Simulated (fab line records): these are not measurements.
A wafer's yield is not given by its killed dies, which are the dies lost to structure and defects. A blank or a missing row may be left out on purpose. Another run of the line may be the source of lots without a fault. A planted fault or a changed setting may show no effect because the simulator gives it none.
The same fault as seen by 2 desks :: flow gf180mcu :: what lay behind the numbers comes last; until then each desk has only its own

FOR THE TOOL OWNER'S DESK: cvd w-01
The tool's own readings at GF_V5_CVD_23 (deposits W, target thk 350 nm, time 104.9 s): means of the sampled wafers that have a number, for each lot that ran on this tool. A lot is out of limits, marked OUT, if its mean lies more than 4 standard deviations from the usual mean; the brackets give that distance.
Columns: A = heater power outer w at GF_V5_CVD_23, usual 629 W; B = heater power w at GF_V5_CVD_23, usual 931 W
lot: L106
first seen here: day 27 19:40
A: 600
B: 906

lot: L108
first seen here: day 28 12:17
A: 591
B: 899

lot: L109
first seen here: day 28 21:20
A: 640
B: 953

lot: L110
first seen here: day 29 12:49
A: 597
B: 902

lot: L111
first seen here: day 29 14:33
A: 600
B: 895

lot: L123
first seen here: day 32 18:30
A: 611
B: 900

lot: L125
first seen here: day 32 22:51
A: 594
B: 895
Result from this desk: across the 7 lots, nothing is out of limits.

FROM THE METROLOGY DESK
Lot by lot, what the gauges showed, no matter which tool ran the lot: averages of those sampled wafers that carry a number. A lot is out of limits, marked OUT, if its mean lies more than 4 standard deviations from the usual mean; the brackets give that distance.
Columns: A = V5_W_RS at GF_V5_RS_MEAS_24, usual 0.330 ohm/sq; B = V5_W_THK at GF_V5_THK_MEAS_25, usual 342 nm
lot: L106
first seen here: day 27 19:47
A: 0.329
B: 349

lot: L108
first seen here: day 28 12:23
A: 0.329
B: 352

lot: L109
first seen here: day 28 21:28
A: 0.437 (+32) OUT
B: 267 (-13) OUT

lot: L110
first seen here: day 29 12:55
A: 0.387 (+17) OUT
B: 300 (-7.1) OUT

lot: L111
first seen here: day 29 14:40
A: 0.434 (+31) OUT
B: 269 (-12) OUT

lot: L121
first seen here: day 32 01:47
A: 0.334
B: 336

lot: L122
first seen here: day 32 06:22
A: 0.334
B: 335

lot: L123
first seen here: day 32 18:38
A: 0.331
B: 348

lot: L124
first seen here: day 32 20:41
A: 0.336
B: 331

lot: L125
first seen here: day 32 22:59
A: 0.330
B: 336
Per this desk, out of limits: L109, L110, L111; the first was L109, day 28 21:28 (V5_W_RS at GF_V5_RS_MEAS_24). Within limits: L106, L108, L121, L122, L123, L124, L125.

ALL TOGETHER
L109, L110, L111 would have let the metrology desk raise an alarm at day 28 21:28.
Nothing out of limits was seen by the tool owner's desk.
On record at the tool owner's desk: L109, L110, L111, within its limits.
Of the lots named, all ran GF_V5_CVD_23 on cvd w-01.

WHAT THE SIMULATOR PUT IN
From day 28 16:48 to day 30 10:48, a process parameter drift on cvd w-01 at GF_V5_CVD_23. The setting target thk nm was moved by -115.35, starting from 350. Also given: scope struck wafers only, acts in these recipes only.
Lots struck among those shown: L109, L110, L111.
Delay in hours, fault start to first out-of-limits reading, per desk: metrology desk 5.
